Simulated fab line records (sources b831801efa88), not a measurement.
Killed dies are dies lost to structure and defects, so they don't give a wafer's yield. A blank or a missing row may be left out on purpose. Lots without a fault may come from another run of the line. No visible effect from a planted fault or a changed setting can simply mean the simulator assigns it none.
What tool caused it? / flow sky130 / 18 wafers from 6 lots sampled at 3 of the route's 708 steps

== WHAT THE GAUGES READ, wafer by wafer ==
SKY_VT_ADJUST_HVTP_TW_MEAS_11.
lot=L283; measured=day 6 21:19; on=filmMetro-02; VT_ADJUST_HVTP_TW=1344 1343 1348
lot=L285; measured=day 7 13:00; on=filmMetro-01; VT_ADJUST_HVTP_TW=1344 1339 1338
lot=L294; measured=day 9 15:21; on=filmMetro-02; VT_ADJUST_HVTP_TW=1308 1306 1313
lot=L297; measured=day 10 23:41; on=filmMetro-02; VT_ADJUST_HVTP_TW=1354 1365 1368
lot=L300; measured=day 11 07:53; on=filmMetro-03; VT_ADJUST_HVTP_TW=1361 1359 1359
lot=L302; measured=day 11 23:32; on=filmMetro-03; VT_ADJUST_HVTP_TW=1353 1365 1360

== TOOL THAT RAN EACH LOT (tool first, then ch and the chambers of the sampled wafers, then the start) ==
lot=L283; SKY_FIELD_ISO_CMP_27=cmp-01 ch 1,2, day 3 01:08; SKY_VT_ADJUST_HVTP_IMPLANT_09=implanter-03 ch 0, day 6 21:04
lot=L285; SKY_FIELD_ISO_CMP_27=cmp-02 ch 1,2, day 3 13:26; SKY_VT_ADJUST_HVTP_IMPLANT_09=implanter-04 ch 0, day 7 12:45
lot=L294; SKY_FIELD_ISO_CMP_27=cmp-02 ch 0,2, day 5 10:04; SKY_VT_ADJUST_HVTP_IMPLANT_09=implanter-04 ch 0, day 9 15:06
lot=L297; SKY_FIELD_ISO_CMP_27=cmp-02 ch 0,1,2, day 6 09:36; SKY_VT_ADJUST_HVTP_IMPLANT_09=implanter-03 ch 0, day 10 23:20
lot=L300; SKY_FIELD_ISO_CMP_27=cmp-02 ch 1,2, day 6 18:26; SKY_VT_ADJUST_HVTP_IMPLANT_09=implanter-03 ch 0, day 11 07:41
lot=L302; SKY_FIELD_ISO_CMP_27=cmp-02 ch 0,2,3, day 7 06:19; SKY_VT_ADJUST_HVTP_IMPLANT_09=implanter-01 ch 0, day 11 23:17
- SKY_FIELD_ISO_CMP_27: polishes, stops on Si3N4, t overpolish 16 s, target thk 457.8 nm.
- SKY_VT_ADJUST_HVTP_IMPLANT_09

== THE ANSWER, worked out from the rows above alone ==
Rule: the usual values come from the lots themselves. The widest of any qualifying gaps counts: lots, ordered by their means at a reading, are off when they make up no more than a third of the lots, leave a main group of 4 or more, and stand apart from it by 3 or more times the standard deviation of that group's means. A main group whose means are all the same, to the digits that the tables above print for the reading, isn't used. Also off: a lot with no number at a reading for which 4 or more lots have one. The other lots that the step has rows for count as sound.
Off: L294, at SKY_VT_ADJUST_HVTP_TW_MEAS_11 (VT_ADJUST_HVTP_TW). The main group has a mean of 1353 with a standard deviation of 8.9.
If a tool, at a process step before that reading, ran all the lots that are off and no sound lot after the first of them, it fits. The gauges at SKY_VT_ADJUST_HVTP_TW_MEAS_11 are tried like those tools. One fits: SKY_VT_ADJUST_HVTP_IMPLANT_09 on implanter-04. Its last sound lot is L285 (day 7 12:45), its first lot that is off L294 (day 9 15:06): a fault that began between those two fits.

== WHAT THE SIMULATOR PUT IN ==
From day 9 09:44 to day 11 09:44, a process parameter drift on implanter-04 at SKY_VT_ADJUST_HVTP_IMPLANT_09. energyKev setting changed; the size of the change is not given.
Struck lots among those shown: L294. This agrees with what the rule above found.
